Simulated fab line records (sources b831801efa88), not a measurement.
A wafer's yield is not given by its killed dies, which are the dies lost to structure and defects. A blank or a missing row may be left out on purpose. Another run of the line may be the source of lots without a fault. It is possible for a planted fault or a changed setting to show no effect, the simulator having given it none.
What tool caused it? || flow gf180mcu || 11 lots with 33 wafers sampled at 6 steps, on a route of 602 steps

== WHAT THE GAUGES SHOWED, per wafer ==
GF_STI_THK_MEAS_04. Usual: for STI_CVD_03_THK the level is 207.5 nm and the standard deviation is 2.1.
{"lot": "L122", "measured": "day 1 22:44", "on": "film_metro-02", "STI_CVD_03_THK (nm)": "205.8 204.7 205.8", "flag": ""}
{"lot": "L123", "measured": "day 2 04:05", "on": "film_metro-01", "STI_CVD_03_THK (nm)": "211.6 211.4 211.4", "flag": ""}
{"lot": "L125", "measured": "day 2 09:47", "on": "film_metro-02", "STI_CVD_03_THK (nm)": "206.4 205.7 205.7", "flag": ""}
{"lot": "L129", "measured": "day 3 05:35", "on": "film_metro-03", "STI_CVD_03_THK (nm)": "115.0 115.3 114.4 115.0 115.4 114.3", "flag": "OFF"}
{"lot": "L130", "measured": "day 3 11:42", "on": "film_metro-02", "STI_CVD_03_THK (nm)": "116.3 114.8 117.5 116.3 114.7 117.4", "flag": "OFF"}
{"lot": "L135", "measured": "day 4 12:18", "on": "film_metro-01", "STI_CVD_03_THK (nm)": "208.3 209.1 207.8", "flag": ""}
{"lot": "L137", "measured": "day 4 22:16", "on": "film_metro-03", "STI_CVD_03_THK (nm)": "208.7 207.7 208.1", "flag": ""}
{"lot": "L138", "measured": "day 5 03:34", "on": "film_metro-03", "STI_CVD_03_THK (nm)": "206.4 205.7 205.3", "flag": ""}
{"lot": "L139", "measured": "day 5 08:35", "on": "film_metro-02", "STI_CVD_03_THK (nm)": "208.0 207.9 206.9", "flag": ""}
{"lot": "L142", "measured": "day 5 22:35", "on": "film_metro-02", "STI_CVD_03_THK (nm)": "207.6 209.5 208.6", "flag": ""}
{"lot": "L144", "measured": "day 6 09:28", "on": "film_metro-03", "STI_CVD_03_THK (nm)": "210.2 210.3 211.7", "flag": ""}

GF_SALICIDE_THK_MEAS_05: measures by xrf. Usual: for SALICIDE_TIN_THK the level is 19.9 nm and the standard deviation is 0.31.
{"lot": "L122", "measured": "day 15 19:27", "on": "film_metro-04", "SALICIDE_TIN_THK (nm)": "20.1 20.0 20.3", "flag": ""}
{"lot": "L123", "measured": "day 15 23:16", "on": "film_metro-04", "SALICIDE_TIN_THK (nm)": "20.0 20.6 20.6", "flag": ""}
{"lot": "L125", "measured": "day 16 13:37", "on": "film_metro-02", "SALICIDE_TIN_THK (nm)": "20.1 20.0 19.9", "flag": ""}
{"lot": "L129", "measured": "day 17 20:39", "on": "film_metro-01", "SALICIDE_TIN_THK (nm)": "20.0 19.9 19.9", "flag": ""}
{"lot": "L130", "measured": "day 18 09:02", "on": "film_metro-04", "SALICIDE_TIN_THK (nm)": "20.5 20.3 20.3", "flag": ""}
{"lot": "L135", "measured": "day 20 06:59", "on": "film_metro-02", "SALICIDE_TIN_THK (nm)": "19.6 19.4 19.6", "flag": ""}
{"lot": "L137", "measured": "day 20 23:04", "on": "film_metro-02", "SALICIDE_TIN_THK (nm)": "19.7 19.7 19.6", "flag": ""}
{"lot": "L138", "measured": "day 21 07:13", "on": "film_metro-02", "SALICIDE_TIN_THK (nm)": "20.0 20.1 20.0", "flag": ""}
{"lot": "L139", "measured": "day 21 17:08", "on": "film_metro-02", "SALICIDE_TIN_THK (nm)": "20.1 20.3 20.2", "flag": ""}
{"lot": "L142", "measured": "day 22 11:37", "on": "film_metro-04", "SALICIDE_TIN_THK (nm)": "20.5 20.0 20.5", "flag": ""}
{"lot": "L144", "measured": "day 23 06:17", "on": "film_metro-04", "SALICIDE_TIN_THK (nm)": "20.0 20.2 19.9", "flag": ""}

GF_CONTACT_OVL_MEAS_15. Usual: for CONTACT_OVL the level is 0 nm and the standard deviation is 5.4.
{"lot": "L122", "measured": "day 16 18:44", "on": "overlay-02", "CONTACT_OVL (nm)": "-7 2 -4", "flag": ""}
{"lot": "L123", "measured": "day 16 22:56", "on": "overlay-02", "CONTACT_OVL (nm)": "-8 -5 -9", "flag": ""}
{"lot": "L125", "measured": "day 17 13:21", "on": "overlay-02", "CONTACT_OVL (nm)": "4 -6 -1", "flag": ""}
{"lot": "L129", "measured": "day 18 20:59", "on": "overlay-01", "CONTACT_OVL (nm)": "1 1 -2", "flag": ""}
{"lot": "L130", "measured": "day 19 09:57", "on": "overlay-01", "CONTACT_OVL (nm)": "1 -4 -1", "flag": ""}
{"lot": "L135", "measured": "day 21 08:18", "on": "overlay-01", "CONTACT_OVL (nm)": "-6 -5 -2", "flag": ""}
{"lot": "L137", "measured": "day 21 23:59", "on": "overlay-02", "CONTACT_OVL (nm)": "-3 8 0", "flag": ""}
{"lot": "L138", "measured": "day 22 07:56", "on": "overlay-02", "CONTACT_OVL (nm)": "2 3 7", "flag": ""}
{"lot": "L139", "measured": "day 22 17:27", "on": "overlay-02", "CONTACT_OVL (nm)": "3 -1 -2", "flag": ""}
{"lot": "L142", "measured": "day 23 11:24", "on": "overlay-01", "CONTACT_OVL (nm)": "6 0 9", "flag": ""}
{"lot": "L144", "measured": "day 24 06:08", "on": "overlay-02", "CONTACT_OVL (nm)": "0 0 4", "flag": ""}

== WHAT TOOL EACH LOT RAN ON (gives the tool, then ch and the chambers of the sampled wafers, and finally the start) ==
{"lot": "L122", "GF_STI_CVD_03": "lpcvd-01 ch 0, day 1 20:44", "GF_STI_ETCH_13": "rie_diel-01 ch 0,1,2, day 2 09:41", "GF_SAB_CVD_00": "pecvd-02 ch 0,2, day 14 21:55"}
{"lot": "L123", "GF_STI_CVD_03": "lpcvd-02 ch 0, day 2 02:06", "GF_STI_ETCH_13": "rie_diel-03 ch 0,1,3, day 2 15:41", "GF_SAB_CVD_00": "pecvd-02 ch 0,1,2, day 15 01:04"}
{"lot": "L125", "GF_STI_CVD_03": "lpcvd-02 ch 0, day 2 07:48", "GF_STI_ETCH_13": "rie_diel-03 ch 0,1,2, day 2 22:25", "GF_SAB_CVD_00": "pecvd-01 ch 1,2, day 15 14:55"}
{"lot": "L129", "GF_STI_CVD_03": "lpcvd-02 ch 0, day 3 03:34", "GF_STI_ETCH_13": "rie_diel-01 ch 0,3, day 3 18:13", "GF_SAB_CVD_00": "pecvd-01 ch 0,1,2, day 16 21:30"}
{"lot": "L130", "GF_STI_CVD_03": "lpcvd-02 ch 0, day 3 09:43", "GF_STI_ETCH_13": "rie_diel-02 ch 1,2,3, day 4 00:22", "GF_SAB_CVD_00": "pecvd-01 ch 0,2, day 17 10:18"}
{"lot": "L135", "GF_STI_CVD_03": "lpcvd-01 ch 1, day 4 10:19", "GF_STI_ETCH_13": "rie_diel-01 ch 0,1,2, day 5 01:44", "GF_SAB_CVD_00": "pecvd-02 ch 0,1,2, day 19 05:55"}
{"lot": "L137", "GF_STI_CVD_03": "lpcvd-01 ch 0, day 4 20:17", "GF_STI_ETCH_13": "rie_diel-03 ch 0,1,2, day 5 12:41", "GF_SAB_CVD_00": "pecvd-03 ch 0,1,2, day 19 22:08"}
{"lot": "L138", "GF_STI_CVD_03": "lpcvd-01 ch 0, day 5 00:34", "GF_STI_ETCH_13": "rie_diel-03 ch 0,1,3, day 5 17:32", "GF_SAB_CVD_00": "pecvd-02 ch 0,1,2, day 20 06:48"}
{"lot": "L139", "GF_STI_CVD_03": "lpcvd-01 ch 1, day 5 05:34", "GF_STI_ETCH_13": "rie_diel-03 ch 0,1,2, day 5 22:31", "GF_SAB_CVD_00": "pecvd-01 ch 0,1,2, day 20 16:48"}
{"lot": "L142", "GF_STI_CVD_03": "lpcvd-01 ch 0, day 5 20:34", "GF_STI_ETCH_13": "rie_diel-01 ch 0,1,2, day 6 13:13", "GF_SAB_CVD_00": "pecvd-01 ch 0,1,2, day 21 12:05"}
{"lot": "L144", "GF_STI_CVD_03": "lpcvd-02 ch 0, day 6 07:29", "GF_STI_ETCH_13": "rie_diel-02 ch 0,1,3, day 7 00:31", "GF_SAB_CVD_00": "pecvd-01 ch 1,2, day 22 07:07"}
- GF_STI_CVD_03: deposits Si3N4 from DCS/NH3, target thk 207.16 nm, time 3551 s.
- GF_STI_ETCH_13: etches the open film in CHF3/O2, stops on Si, target depth 282.31 nm, time 112.9 s.
- GF_SAB_CVD_00: deposits SiO2 from TEOS, target thk 50 nm, time 4.858 s.

== AS READ BY THE TOOLS THEMSELVES (means over the sampled wafers that have a number; for cases with no such wafer, the mark the record gives instead) ==
GF_STI_CVD_03. Usual: spike_tc_bottom_C 787 C, standard deviation 3.6; spike_tc_centre_C 771.2 C, standard deviation 1.2; spike_tc_lower_C 770.3 C, standard deviation 1.1; spike_tc_top_C 782.0 C, standard deviation 1.1; spike_tc_upper_C 769.6 C, standard deviation 1.2; susceptor_temp_C 770.0 C, standard deviation 0.36; zone_power_bottom_pct 23.2 %, standard deviation 2.8; zone_power_top_pct 26.8 %, standard deviation 2; zone_power_upper_pct 12.7 %, standard deviation 1.9.
{"lot": "L122", "tool": "lpcvd-01", "spike_tc_bottom_C (C)": 790, "spike_tc_centre_C (C)": 770.7, "spike_tc_lower_C (C)": 769.9, "spike_tc_top_C (C)": 782.5, "spike_tc_upper_C (C)": 768.0, "susceptor_temp_C (C)": 770.1, "zone_power_bottom_pct (%)": 20.6, "zone_power_top_pct (%)": 24.8, "zone_power_upper_pct (%)": 11.4, "flag": ""}
{"lot": "L123", "tool": "lpcvd-02", "spike_tc_bottom_C (C)": 782, "spike_tc_centre_C (C)": 772.2, "spike_tc_lower_C (C)": 770.6, "spike_tc_top_C (C)": 781.9, "spike_tc_upper_C (C)": 771.3, "susceptor_temp_C (C)": 770.1, "zone_power_bottom_pct (%)": 25.8, "zone_power_top_pct (%)": 29.7, "zone_power_upper_pct (%)": 11.7, "flag": ""}
{"lot": "L125", "tool": "lpcvd-02", "spike_tc_bottom_C (C)": 783, "spike_tc_centre_C (C)": 771.7, "spike_tc_lower_C (C)": 771.7, "spike_tc_top_C (C)": 782.4, "spike_tc_upper_C (C)": 769.6, "susceptor_temp_C (C)": 770.3, "zone_power_bottom_pct (%)": 25.7, "zone_power_top_pct (%)": 29.2, "zone_power_upper_pct (%)": 11.8, "flag": ""}
{"lot": "L129", "tool": "lpcvd-02", "spike_tc_bottom_C (C)": 754, "spike_tc_centre_C (C)": 741.9, "spike_tc_lower_C (C)": 740.9, "spike_tc_top_C (C)": 752.9, "spike_tc_upper_C (C)": 739.9, "susceptor_temp_C (C)": 740.9, "zone_power_bottom_pct (%)": 24.1, "zone_power_top_pct (%)": 27.5, "zone_power_upper_pct (%)": 10.9, "flag": "OFF"}
{"lot": "L130", "tool": "lpcvd-02", "spike_tc_bottom_C (C)": 753, "spike_tc_centre_C (C)": 742.3, "spike_tc_lower_C (C)": 742.0, "spike_tc_top_C (C)": 753.1, "spike_tc_upper_C (C)": 740.7, "susceptor_temp_C (C)": 740.3, "zone_power_bottom_pct (%)": 23.9, "zone_power_top_pct (%)": 27.6, "zone_power_upper_pct (%)": 10.9, "flag": "OFF"}
{"lot": "L135", "tool": "lpcvd-01", "spike_tc_bottom_C (C)": 791, "spike_tc_centre_C (C)": 771.9, "spike_tc_lower_C (C)": 769.4, "spike_tc_top_C (C)": 781.1, "spike_tc_upper_C (C)": 769.9, "susceptor_temp_C (C)": 769.9, "zone_power_bottom_pct (%)": 24.3, "zone_power_top_pct (%)": 26.0, "zone_power_upper_pct (%)": 16.5, "flag": ""}
{"lot": "L137", "tool": "lpcvd-01", "spike_tc_bottom_C (C)": 790, "spike_tc_centre_C (C)": 770.6, "spike_tc_lower_C (C)": 769.2, "spike_tc_top_C (C)": 782.2, "spike_tc_upper_C (C)": 768.7, "susceptor_temp_C (C)": 769.9, "zone_power_bottom_pct (%)": 20.5, "zone_power_top_pct (%)": 25.0, "zone_power_upper_pct (%)": 11.4, "flag": ""}
{"lot": "L138", "tool": "lpcvd-01", "spike_tc_bottom_C (C)": 790, "spike_tc_centre_C (C)": 771.3, "spike_tc_lower_C (C)": 769.6, "spike_tc_top_C (C)": 782.7, "spike_tc_upper_C (C)": 768.8, "susceptor_temp_C (C)": 770.1, "zone_power_bottom_pct (%)": 20.8, "zone_power_top_pct (%)": 24.9, "zone_power_upper_pct (%)": 11.4, "flag": ""}
{"lot": "L139", "tool": "lpcvd-01", "spike_tc_bottom_C (C)": 790, "spike_tc_centre_C (C)": 770.5, "spike_tc_lower_C (C)": 769.9, "spike_tc_top_C (C)": 781.1, "spike_tc_upper_C (C)": 769.4, "susceptor_temp_C (C)": 770.3, "zone_power_bottom_pct (%)": 24.5, "zone_power_top_pct (%)": 25.9, "zone_power_upper_pct (%)": 16.4, "flag": ""}
{"lot": "L142", "tool": "lpcvd-01", "spike_tc_bottom_C (C)": 789, "spike_tc_centre_C (C)": 771.2, "spike_tc_lower_C (C)": 770.3, "spike_tc_top_C (C)": 781.9, "spike_tc_upper_C (C)": 768.9, "susceptor_temp_C (C)": 770.0, "zone_power_bottom_pct (%)": 20.7, "zone_power_top_pct (%)": 25.0, "zone_power_upper_pct (%)": 11.3, "flag": ""}
{"lot": "L144", "tool": "lpcvd-02", "spike_tc_bottom_C (C)": 783, "spike_tc_centre_C (C)": 771.8, "spike_tc_lower_C (C)": 772.0, "spike_tc_top_C (C)": 781.8, "spike_tc_upper_C (C)": 770.6, "susceptor_temp_C (C)": 769.8, "zone_power_bottom_pct (%)": 25.9, "zone_power_top_pct (%)": 29.2, "zone_power_upper_pct (%)": 11.7, "flag": ""}

GF_STI_ETCH_13. Usual: drypump_motor_current_A 5.9 A, standard deviation 0.64; oes_product_au 0.832 a.u., standard deviation 0.0063; throttle_valve_pct 8.811 %, standard deviation 0.0088.
{"lot": "L122", "tool": "rie_diel-01", "drypump_motor_current_A (A)": 5.9, "oes_product_au (a.u.)": 0.829, "throttle_valve_pct (%)": 8.811, "flag": ""}
{"lot": "L123", "tool": "rie_diel-03", "drypump_motor_current_A (A)": 5.3, "oes_product_au (a.u.)": 0.839, "throttle_valve_pct (%)": 8.810, "flag": ""}
{"lot": "L125", "tool": "rie_diel-03", "drypump_motor_current_A (A)": 5.4, "oes_product_au (a.u.)": 0.830, "throttle_valve_pct (%)": 8.810, "flag": ""}
{"lot": "L129", "tool": "rie_diel-01", "drypump_motor_current_A (A)": 6.0, "oes_product_au (a.u.)": 0.629, "throttle_valve_pct (%)": 8.744, "flag": "OFF"}
{"lot": "L130", "tool": "rie_diel-02", "drypump_motor_current_A (A)": 6.5, "oes_product_au (a.u.)": 0.633, "throttle_valve_pct (%)": 8.753, "flag": "OFF"}
{"lot": "L135", "tool": "rie_diel-01", "drypump_motor_current_A (A)": 5.9, "oes_product_au (a.u.)": 0.832, "throttle_valve_pct (%)": 8.813, "flag": ""}
{"lot": "L137", "tool": "rie_diel-03", "drypump_motor_current_A (A)": 5.4, "oes_product_au (a.u.)": 0.834, "throttle_valve_pct (%)": 8.814, "flag": ""}
{"lot": "L138", "tool": "rie_diel-03", "drypump_motor_current_A (A)": 5.3, "oes_product_au (a.u.)": 0.832, "throttle_valve_pct (%)": 8.806, "flag": ""}
{"lot": "L139", "tool": "rie_diel-03", "drypump_motor_current_A (A)": 5.4, "oes_product_au (a.u.)": 0.830, "throttle_valve_pct (%)": 8.806, "flag": ""}
{"lot": "L142", "tool": "rie_diel-01", "drypump_motor_current_A (A)": 5.9, "oes_product_au (a.u.)": 0.837, "throttle_valve_pct (%)": 8.819, "flag": ""}
{"lot": "L144", "tool": "rie_diel-02", "drypump_motor_current_A (A)": 6.3, "oes_product_au (a.u.)": 0.839, "throttle_valve_pct (%)": 8.821, "flag": ""}

GF_SAB_CVD_00. Usual: heater_power_w 690 W, standard deviation 94; susceptor_temp_C 399.96 C, standard deviation 0.21.
{"lot": "L122", "tool": "pecvd-02", "heater_power_w (W)": 627, "susceptor_temp_C (C)": 399.91, "flag": ""}
{"lot": "L123", "tool": "pecvd-02", "heater_power_w (W)": 698, "susceptor_temp_C (C)": 399.77, "flag": ""}
{"lot": "L125", "tool": "pecvd-01", "heater_power_w (W)": 697, "susceptor_temp_C (C)": 400.14, "flag": ""}
{"lot": "L129", "tool": "pecvd-01", "heater_power_w (W)": 778, "susceptor_temp_C (C)": 399.84, "flag": ""}
{"lot": "L130", "tool": "pecvd-01", "heater_power_w (W)": 712, "susceptor_temp_C (C)": 400.07, "flag": ""}
{"lot": "L135", "tool": "pecvd-02", "heater_power_w (W)": 694, "susceptor_temp_C (C)": 400.11, "flag": ""}
{"lot": "L137", "tool": "pecvd-03", "heater_power_w (W)": 634, "susceptor_temp_C (C)": 399.72, "flag": ""}
{"lot": "L138", "tool": "pecvd-02", "heater_power_w (W)": 683, "susceptor_temp_C (C)": 399.77, "flag": ""}
{"lot": "L139", "tool": "pecvd-01", "heater_power_w (W)": 781, "susceptor_temp_C (C)": 399.96, "flag": ""}
{"lot": "L142", "tool": "pecvd-01", "heater_power_w (W)": 723, "susceptor_temp_C (C)": 399.95, "flag": ""}
{"lot": "L144", "tool": "pecvd-01", "heater_power_w (W)": 743, "susceptor_temp_C (C)": 400.14, "flag": ""}

== THE ANSWER, worked out from the rows above alone ==
Rule: take the mean of a lot's wafers that have a number; if it is more than 3 standard deviations from the usual mean, the lot is off. Also off: a lot with no number at a reading for which 4 or more lots have one. Where the step has rows for the other lots, those lots are counted as sound. Order of review: gauges by route order, followed by the tools' own readings, for which a lot's mean as printed above is used. The first step at which some lot is off is used, and at that step the reading that is off furthest; a lot without a number counts as furthest.
Off: L129, L130, at GF_STI_THK_MEAS_04 (STI_CVD_03_THK).
A tool fits if, at a process step before that reading, it ran every lot that is off, and no sound lot after the first of them. Not tried: the gauges at GF_STI_THK_MEAS_04; whatever is off there is also off at GF_STI_CVD_03, on other tools, and gauge error can't account for it. No candidate that was tried fits.

== WHAT THE SIMULATOR HAD INSERTED ==
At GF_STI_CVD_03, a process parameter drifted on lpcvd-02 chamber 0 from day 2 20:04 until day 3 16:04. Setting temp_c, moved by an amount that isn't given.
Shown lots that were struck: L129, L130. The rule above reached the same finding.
